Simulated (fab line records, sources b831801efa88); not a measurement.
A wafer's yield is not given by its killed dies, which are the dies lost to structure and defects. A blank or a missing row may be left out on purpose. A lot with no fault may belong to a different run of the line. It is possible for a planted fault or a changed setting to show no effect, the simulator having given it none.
fab line records + flow gf180mcu
record:
- lots: 14
- wafers: 42
- last_day: 34
route steps=602 shown POLY_GATE@175 HV_LDD@234 V2@397 V3@444
lots with no fault: from the same line, run without faults
start_h: start of the lot's first displayed wafer, in hours after the record's first day + wait_h: how many hours have passed since the lot's step before this one + " repeats the value in the row above + L1.1+2: a single row standing in for several wafers + - no value present, or no start provided + * or withheld: withheld + < > ~ a bound
route shown NAME@n: a module of which the file shows steps, and the number in the route of the first + usual: average and standard deviation across the fault-free wafers + same: alike in all rows + chamber/n: place in a boat + sites: the reading at each site + _std_site: standard deviation of those values + _edge_site: the outer-site mean with the inner-site mean subtracted + radius_mm: for every site, how far away it sits from the centre of the wafer + mask NAME#n: copy n + behind: the tool/chamber that last shaped the wafer + hold: the reason the lot was held/the length of the hold in hours/how it ended + device: transistor that didn't switch, given as n, p or np + end of line: at the end of the route, the tests of the same wafers + a step without rows: its recipe alone + killed: dies that structure and defects cost at the first sort, which is not the same as the wafer's yield + map: a wafer's dies, marking killed ones x, the rest . and places with no die _
set.NAME: the setting the step ran with; set.NAME@STEP: the setting that earlier step ran with + model.NAME: the simulator's own value behind a step, which no gauge read
route steps across a sampled set of lots; one table per step, one row per wafer
services: from which hour (start_h, from the record's first day; less than 0 if before it) a tool's chamber was out of use, for how many hours, and why
== steps ==
step: GF_POLY_GATE_CD_MEAS_18
usual:
- cd_nm: 280.2/1.8
| lot.wafer | tool      | chamber | start_h | wait_h | cd_nm |
|-----------|-----------|---------|---------|--------|-------|
| L272.2    | cd_sem-01 | -       | 201.09  | 0.1    | 284.1 |
| L272.4    | "         | -       | "       | "      | 282.2 |
| L272.5    | "         | -       | "       | "      | 282.0 |
| L271.3    | cd_sem-01 | -       | 202.68  | 0.1    | 278.0 |
| L271.4    | "         | -       | "       | "      | 281.0 |
| L271.5    | "         | -       | "       | "      | 280.5 |
| L273.1    | cd_sem-01 | -       | 209.23  | 0.1    | 280.4 |
| L273.4    | "         | -       | "       | "      | 282.0 |
| L273.6    | "         | -       | "       | "      | 278.4 |
| L274.1    | cd_sem-01 | -       | 214.92  | 0.1    | 280.9 |
| L274.2    | "         | -       | "       | "      | 283.6 |
| L274.5    | "         | -       | "       | "      | 282.6 |
| L276.3    | cd_sem-01 | -       | 227.19  | 0.1    | 279.3 |
| L276.4    | "         | -       | "       | "      | 278.6 |
| L276.5    | "         | -       | "       | "      | 280.4 |
| L281.1    | cd_sem-02 | -       | 283.29  | 0.1    | 281.7 |
| L281.3    | "         | -       | "       | "      | 280.8 |
| L281.6    | "         | -       | "       | "      | 280.3 |
| L283.1    | cd_sem-01 | -       | 286.48  | 0.1    | 280.8 |
| L283.3    | "         | -       | "       | "      | 280.0 |
| L283.4    | "         | -       | "       | "      | 279.6 |
| L285.2    | cd_sem-01 | -       | 302.85  | 0.1    | 281.8 |
| L285.3    | "         | -       | "       | "      | 281.5 |
| L285.6    | "         | -       | "       | "      | 280.3 |
| L286.2    | cd_sem-02 | -       | 302.85  | 0.1    | 283.8 |
| L286.3    | "         | -       | "       | "      | 281.4 |
| L286.5    | "         | -       | "       | "      | 278.3 |
| L287.2    | cd_sem-01 | -       | 307.51  | 0.1    | 281.3 |
| L287.4    | "         | -       | "       | "      | 280.2 |
| L287.5    | "         | -       | "       | "      | 277.0 |
| L288.1    | cd_sem-01 | -       | 314.54  | 0.1    | 284.1 |
| L288.2    | "         | -       | "       | "      | 282.9 |
| L288.5    | "         | -       | "       | "      | 283.0 |
| L292.2    | cd_sem-01 | -       | 358.42  | 0.1    | 281.7 |
| L292.4    | "         | -       | "       | "      | 279.4 |
| L292.6    | "         | -       | "       | "      | 278.6 |
| L293.3    | cd_sem-02 | -       | 358.45  | 0.1    | 279.7 |
| L293.4    | "         | -       | "       | "      | 281.4 |
| L293.5    | "         | -       | "       | "      | 278.6 |
| L294.1    | cd_sem-01 | -       | 379.45  | 0.1    | 278.9 |
| L294.4    | "         | -       | "       | "      | 277.7 |
| L294.5    | "         | -       | "       | "      | 277.0 |
step: GF_HV_LDD_ETCHBACK_58
recipe:
- chemistry: CH3F/O2
- target: Si3N4
- stop_on: SiO2
- source_w: 400
- bias_w: 80
- pressure_mtorr: 25
- ch3f_flow_sccm: 40
- O2_flow_sccm: 30
- time_s: 100
- target_depth_a: 900
usual:
- O2_flow_sccm: 30.00/0.088
- bias_w: 80.01/0.24
- drypump_motor_current_A: 5.8/0.38
- oes_product_au: 0.843/0.0059
- throttle_valve_pct: 10.560/0.0089
| lot.wafer | tool        | chamber | start_h | wait_h | O2_flow_sccm | bias_w | drypump_motor_current_A | oes_product_au | rf_hours_counter_h | throttle_valve_pct |
|-----------|-------------|---------|---------|--------|--------------|--------|-------------------------|----------------|--------------------|--------------------|
| L272.2    | rie_diel-03 | 2       | 278.02  | 0.0    | 30.00        | 79.97  | 5.7                     | 0.831          | 121                | 10.569             |
| L272.4    | "           | 1       | "       | "      | 29.85        | 79.99  | 5.4                     | 0.845          | 58                 | 10.570             |
| L272.5    | "           | 0       | "       | "      | 29.99        | 79.85  | 5.5                     | 0.833          | -                  | 10.548             |
| L271.3    | rie_diel-01 | 0       | 278.98  | 0.0    | 29.92        | 80.01  | 6.5                     | 0.856          | 58                 | 10.582             |
| L271.4    | "           | 3       | "       | "      | 29.99        | 80.16  | 6.4                     | 0.839          | 33                 | 10.559             |
| L271.5    | "           | 1       | "       | "      | 30.10        | 79.93  | 5.6                     | 0.847          | -                  | 10.572             |
| L273.1    | rie_diel-03 | 1       | 287.32  | 0.1    | 29.98        | 80.00  | 5.3                     | 0.847          | 58                 | 10.559             |
| L273.4    | "           | 2       | "       | "      | 29.95        | 80.58  | 5.7                     | 0.839          | 121                | 10.566             |
| L273.6    | "           | 3       | "       | "      | 29.95        | 79.84  | 5.6                     | 0.843          | -                  | 10.554             |
| L274.1    | rie_diel-02 | 1       | 294.16  | 0.1    | 29.97        | 79.77  | 5.5                     | 0.836          | 33                 | 10.561             |
| L274.2    | "           | 2       | "       | "      | 30.21        | 80.27  | 6.1                     | 0.849          | 122                | 10.565             |
| L274.5    | "           | 1       | "       | "      | 29.93        | 79.65  | 5.5                     | 0.844          | -                  | 10.555             |
| L276.3    | rie_diel-03 | 1       | 306.70  | 0.0    | 29.96        | 80.26  | 5.4                     | 0.841          | 59                 | 10.563             |
| L276.4    | "           | 3       | "       | "      | 30.14        | 80.27  | 5.5                     | 0.835          | 60                 | 10.552             |
| L276.5    | "           | 2       | "       | "      | 29.83        | 80.32  | 5.7                     | 0.844          | -                  | 10.540             |
| L281.1    | rie_diel-02 | 0       | 371.54  | 0.1    | 30.10        | 79.91  | 5.9                     | 0.843          | 9                  | 10.556             |
| L281.3    | "           | 2       | "       | "      | 29.95        | 79.70  | 6.1                     | 0.838          | 0                  | 10.545             |
| L281.6    | "           | 3       | "       | "      | 30.06        | 80.35  | 6.5                     | 0.841          | -                  | 10.570             |
| L283.1    | rie_diel-03 | 0       | 374.37  | 0.1    | 29.86        | 70.62  | 5.5                     | 0.838          | 94                 | 10.541             |
| L283.3    | "           | 3       | "       | "      | 29.96        | 71.33  | 5.5                     | 0.838          | 61                 | 10.562             |
| L283.4    | "           | 2       | "       | "      | 30.12        | 71.48  | 5.7                     | 0.837          | 0                  | 10.559             |
| L285.2    | rie_diel-02 | 1       | 392.30  | 0.0    | 30.07        | 80.53  | 5.5                     | 0.845          | 36                 | 10.558             |
| L285.3    | "           | 0       | "       | "      | 30.03        | 80.03  | 5.9                     | 0.858          | 10                 | 10.558             |
| L285.6    | "           | 3       | "       | "      | 30.01        | 79.59  | 6.4                     | 0.847          | -                  | 10.554             |
| L286.2    | rie_diel-02 | 1       | 393.74  | 0.0    | 30.06        | 80.22  | 5.5                     | 0.842          | 36                 | 10.541             |
| L286.3    | "           | 0       | "       | "      | 30.07        | 79.87  | 5.9                     | 0.846          | 10                 | 10.573             |
| L286.5    | "           | 1       | "       | "      | 30.05        | 79.72  | 5.5                     | 0.839          | -                  | 10.554             |
| L287.2    | rie_diel-03 | 0       | 397.35  | 0.0    | 30.07        | 70.93  | 5.5                     | 0.849          | 95                 | 10.570             |
| L287.4    | "           | 1       | "       | "      | 29.95        | 71.19  | 5.4                     | 0.849          | -                  | 10.549             |
| L287.5    | "           | 2       | "       | "      | 29.96        | 71.34  | 5.7                     | 0.843          | -                  | 10.573             |
| L288.1    | rie_diel-01 | 2       | 406.25  | 0.1    | 30.13        | 79.80  | 5.8                     | 0.842          | 40                 | 10.547             |
| L288.2    | "           | 0       | "       | "      | 29.81        | 79.79  | 6.5                     | 0.842          | 62                 | 10.551             |
| L288.5    | "           | 3       | "       | "      | 30.01        | 80.25  | 6.4                     | 0.835          | -                  | 10.568             |
| L293.3    | rie_diel-02 | 1       | 456.71  | 0.0    | 30.03        | 79.97  | 5.5                     | 0.832          | 38                 | 10.564             |
| L293.4    | "           | 3       | "       | "      | 30.17        | 80.01  | 6.4                     | 0.840          | 6                  | 10.545             |
| L293.5    | "           | 3       | "       | "      | 29.96        | 79.81  | 6.4                     | 0.838          | -                  | 10.541             |
| L292.2    | rie_diel-01 | 2       | 457.04  | 0.0    | 30.02        | 79.93  | 5.8                     | 0.847          | 42                 | 10.554             |
| L292.4    | "           | 3       | "       | "      | 30.06        | 79.92  | 6.4                     | 0.840          | 38                 | 10.552             |
| L292.6    | "           | 2       | "       | "      | 29.95        | 79.92  | 5.8                     | 0.846          | -                  | 10.568             |
| L294.1    | rie_diel-03 | 3       | 479.80  | 0.1    | 30.06        | 80.25  | 5.5                     | 0.849          | 63                 | 10.552             |
| L294.4    | "           | 1       | "       | "      | 30.14        | 79.85  | 5.4                     | 0.836          | 63                 | 10.579             |
| L294.5    | "           | 2       | "       | "      | 30.06        | 80.34  | 5.7                     | 0.847          | -                  | 10.567             |
step: GF_V2_OVL_MEAS_15
usual:
- V2_OVL: 1/5.6
| lot.wafer | tool       | chamber | start_h | wait_h | V2_OVL[nm] |
|-----------|------------|---------|---------|--------|------------|
| L272.2    | overlay-02 | -       | 462.90  | 0.1    | -4         |
| L272.4    | "          | -       | "       | "      | -7         |
| L272.5    | "          | -       | "       | "      | 0          |
| L271.3    | overlay-02 | -       | 464.21  | 0.1    | 5          |
| L271.4    | "          | -       | "       | "      | 12         |
| L271.5    | "          | -       | "       | "      | 0          |
| L273.1    | overlay-01 | -       | 476.06  | 0.1    | -3         |
| L273.4    | "          | -       | "       | "      | 9          |
| L273.6    | "          | -       | "       | "      | 10         |
| L274.1    | overlay-02 | -       | 482.90  | 0.1    | 10         |
| L274.2    | "          | -       | "       | "      | 1          |
| L274.5    | "          | -       | "       | "      | 0          |
| L276.3    | overlay-02 | -       | 496.76  | 0.1    | 6          |
| L276.4    | "          | -       | "       | "      | 7          |
| L276.5    | "          | -       | "       | "      | -5         |
| L281.1    | overlay-01 | -       | 566.51  | 0.1    | -5         |
| L281.3    | "          | -       | "       | "      | -2         |
| L281.6    | "          | -       | "       | "      | 1          |
| L283.1    | overlay-02 | -       | 569.86  | 0.1    | -1         |
| L283.3    | "          | -       | "       | "      | -7         |
| L283.4    | "          | -       | "       | "      | -9         |
| L285.2    | overlay-01 | -       | 586.25  | 0.1    | 5          |
| L285.3    | "          | -       | "       | "      | -6         |
| L285.6    | "          | -       | "       | "      | 5          |
| L286.2    | overlay-02 | -       | 586.32  | 0.1    | 5          |
| L286.3    | "          | -       | "       | "      | 1          |
| L286.5    | "          | -       | "       | "      | -2         |
| L287.2    | overlay-01 | -       | 590.10  | 0.1    | -3         |
| L287.4    | "          | -       | "       | "      | 0          |
| L287.5    | "          | -       | "       | "      | 3          |
| L288.1    | overlay-01 | -       | 600.64  | 0.1    | -3         |
| L288.2    | "          | -       | "       | "      | -10        |
| L288.5    | "          | -       | "       | "      | -1         |
| L293.3    | overlay-01 | -       | 641.16  | 0.1    | 9          |
| L293.4    | "          | -       | "       | "      | 5          |
| L293.5    | "          | -       | "       | "      | 7          |
| L292.2    | overlay-02 | -       | 642.45  | 0.1    | -8         |
| L292.4    | "          | -       | "       | "      | 1          |
| L292.6    | "          | -       | "       | "      | 1          |
| L294.1    | overlay-02 | -       | 662.24  | 0.1    | -6         |
| L294.4    | "          | -       | "       | "      | 6          |
| L294.5    | "          | -       | "       | "      | -7         |
step: GF_V3_OVL_MEAS_15
usual:
- V3_OVL: -2/4.9
| lot.wafer | tool       | chamber | start_h | wait_h | V3_OVL[nm] |
|-----------|------------|---------|---------|--------|------------|
| L272.2    | overlay-01 | -       | 512.88  | 0.1    | -5         |
| L272.4    | "          | -       | "       | "      | 9          |
| L272.5    | "          | -       | "       | "      | 1          |
| L271.3    | overlay-01 | -       | 514.21  | 0.1    | -4         |
| L271.4    | "          | -       | "       | "      | -7         |
| L271.5    | "          | -       | "       | "      | 0          |
| L273.1    | overlay-02 | -       | 526.22  | 0.1    | -3         |
| L273.4    | "          | -       | "       | "      | -7         |
| L273.6    | "          | -       | "       | "      | -9         |
| L274.1    | overlay-01 | -       | 532.37  | 0.1    | -2         |
| L274.2    | "          | -       | "       | "      | -2         |
| L274.5    | "          | -       | "       | "      | -8         |
| L276.3    | overlay-01 | -       | 544.52  | 0.1    | -11        |
| L276.4    | "          | -       | "       | "      | -10        |
| L276.5    | "          | -       | "       | "      | -5         |
| L281.1    | overlay-02 | -       | 612.47  | 0.1    | -1         |
| L281.3    | "          | -       | "       | "      | 4          |
| L281.6    | "          | -       | "       | "      | 1          |
| L283.1    | overlay-02 | -       | 614.54  | 0.1    | 1          |
| L283.3    | "          | -       | "       | "      | 2          |
| L283.4    | "          | -       | "       | "      | 2          |
| L285.2    | overlay-01 | -       | 631.08  | 0.1    | -2         |
| L285.3    | "          | -       | "       | "      | -7         |
| L285.6    | "          | -       | "       | "      | -7         |
| L286.2    | overlay-02 | -       | 631.20  | 0.1    | 9          |
| L286.3    | "          | -       | "       | "      | -1         |
| L286.5    | "          | -       | "       | "      | 5          |
| L287.2    | overlay-02 | -       | 634.57  | 0.1    | -2         |
| L287.4    | "          | -       | "       | "      | -5         |
| L287.5    | "          | -       | "       | "      | -6         |
| L288.1    | overlay-02 | -       | 644.54  | 0.1    | -7         |
| L288.2    | "          | -       | "       | "      | 5          |
| L288.5    | "          | -       | "       | "      | 0          |
| L293.3    | overlay-02 | -       | 683.02  | 0.1    | -2         |
| L293.4    | "          | -       | "       | "      | -1         |
| L293.5    | "          | -       | "       | "      | -1         |
| L292.2    | overlay-02 | -       | 683.53  | 0.1    | -8         |
| L292.4    | "          | -       | "       | "      | -9         |
| L292.6    | "          | -       | "       | "      | -7         |
| L294.1    | overlay-02 | -       | 702.89  | 0.1    | 0          |
| L294.4    | "          | -       | "       | "      | 4          |
| L294.5    | "          | -       | "       | "      | 3          |
== services ==
| tool        | chamber | start_h | hours | kind           |
|-------------|---------|---------|-------|----------------|
| rie_diel-01 | 0       | 258.58  | 3.7   | repair         |
| rie_diel-02 | 1       | 337.63  | 5.4   | repair         |
| rie_diel-02 | 2       | 346.23  | -     | clean          |
| rie_diel-02 | 2       | 346.23  | 24.4  | scheduled_down |
| rie_diel-02 | 2       | 346.23  | 24.4  | vent_cycle     |
| rie_diel-03 | 2       | 350.04  | -     | clean          |
| rie_diel-03 | 2       | 350.04  | 20.2  | scheduled_down |
| rie_diel-03 | 2       | 350.04  | 20.2  | vent_cycle     |
| rie_diel-03 | 3       | 393.08  | 9.4   | repair         |
| rie_diel-03 | -       | 413.79  | 0.4   | repair         |
| rie_diel-01 | -       | 434.00  | 0.6   | repair         |
| rie_diel-01 | 3       | 457.31  | 14.8  | repair         |
== key ==
first_sign:
- step: GF_HV_LDD_ETCHBACK_58
- reading: bias_w
- direction: down
- sigmas: 36
- usual: 80.01
- struck: 71.15
effect none on later readings
met_at GF_HV_LDD_ETCHBACK_58
struck_lots L283,L287
tester_left_out L283,L287
not_acting_at GF_POLY_GATE_CD_MEAS_18,GF_V2_OVL_MEAS_15,GF_V3_OVL_MEAS_15
onset_between 306.70 374.37
fault:
- kind: process_parameter_drift
- tool: rie_diel-03
- chamber: -
- onset_h: 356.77
- steps: GF_HV_LDD_ETCHBACK_58
- channel: bias_w
- offset: -8.8892
- shape: step
- end_h: 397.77
- acts_in: these_recipes_only
- stated: 80
tester_left_out: of these lots the tester's yield and bins aren't shown, on N5 and GAA mostly nor the transistor test; their killed dies are dies lost to structure and defects alone, not to doping, threshold or leakage, so they don't give the yield
